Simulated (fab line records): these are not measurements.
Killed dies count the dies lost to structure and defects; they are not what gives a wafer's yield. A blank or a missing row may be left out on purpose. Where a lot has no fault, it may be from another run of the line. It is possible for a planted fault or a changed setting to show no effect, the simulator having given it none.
One fault seen from 2 desks ; flow gf180mcu ; what lay behind the numbers comes last; until then each desk has only its own

FROM THE METROLOGY DESK
Means of the sampled wafers that have a number, per lot and without regard to the tool the lot ran on: this is what the gauges read. Marked OUT: a lot whose mean sits more than 4 standard deviations from the usual mean, which makes it out of limits; the brackets give that distance.
Columns: A = MVSD_RS at GF_VT_IMPLANT_RS_MEAS_46, usual 456.9 ohm/sq; B = NWELL_RS at GF_VT_IMPLANT_RS_MEAS_47, usual 487.9 ohm/sq; C = DUAL_GATE_OVL at GF_DUAL_GATE_OVL_MEAS_11, usual 1.4 nm
lot;first seen here;A;B;C
L428;day 7 20:34;457.1;489.9;-2.1
L429;day 8 09:41;456.1;487.4;-0.0
L430;day 8 10:02;457.4;486.2;-0.1
L432;day 8 22:32;454.7;487.6;1.0
L434;day 9 14:05;457.0;489.6;3.7
L435;day 9 17:30;456.3;484.5;1.3
L439;day 10 23:22;457.2;488.3;0.6
L440;day 11 04:57;471.2 (+13) OUT;489.5;2.3
L442;day 11 17:46;469.1 (+11) OUT;489.3;-0.3
L443;day 12 02:16;467.7 (+9.8) OUT;487.6;2.2
L445;day 12 13:01;457.5;486.6;2.1
This desk finds L440, L442, L443 out of limits, with the earliest case on L440 at day 11 04:57 (MVSD_RS at GF_VT_IMPLANT_RS_MEAS_46). L428, L429, L430, L432, L434, L435, L439, L445 stayed within limits.

FOR THE TOOL OWNER'S DESK: implanter-01
GF_MVSD_IMPLANT_08, tool's own readings: per-lot mean of the sampled wafers with a number, covering each lot this tool ran. Marked OUT: a lot whose mean sits more than 4 standard deviations from the usual mean, which makes it out of limits; the brackets give that distance.
Columns: A = beam-energy-keV at GF_MVSD_IMPLANT_08, usual 399.99; B = beam-on-s at GF_MVSD_IMPLANT_08, usual 9.96 s; C = tilt-deg at GF_MVSD_IMPLANT_08, usual 0.001 degrees
lot;first seen here;A;B;C
L429;day 5 03:48;399.89;9.90;0.017
L432;day 5 14:41;400.10;9.88;0.002
L434;day 6 03:10;400.00;9.90;-0.002
L440;day 7 14:04;353.11 (-99 or more) OUT;9.83;-0.025
L442;day 8 01:01;353.34 (-99 or more) OUT;9.99;-0.013
L443;day 8 07:37;353.27 (-99 or more) OUT;9.92;-0.012
This desk finds L440, L442, L443 out of limits, L440 being first, at day 7 14:04 (beam-energy-keV at GF_MVSD_IMPLANT_08). L429, L432, L434 stayed within limits.

PUT TOGETHER
On L440, L442, L443, at day 7 14:04, an alarm was possible from the tool owner's desk.
Metrology desk: alarm possible at day 11 04:57 on L440, L442, L443.
All the named lots went through GF_MVSD_IMPLANT_08 on implanter-01.

WHAT HAD BEEN PUT IN BY THE SIMULATOR
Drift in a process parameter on implanter-01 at GF_MVSD_IMPLANT_08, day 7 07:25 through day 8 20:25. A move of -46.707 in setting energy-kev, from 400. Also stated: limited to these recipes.
Shown lots that were struck: L440, L442, L443.
Counting hours from when the fault started, the first reading out of limits came at 7 for the tool owner's desk and at 94 for the metrology desk.
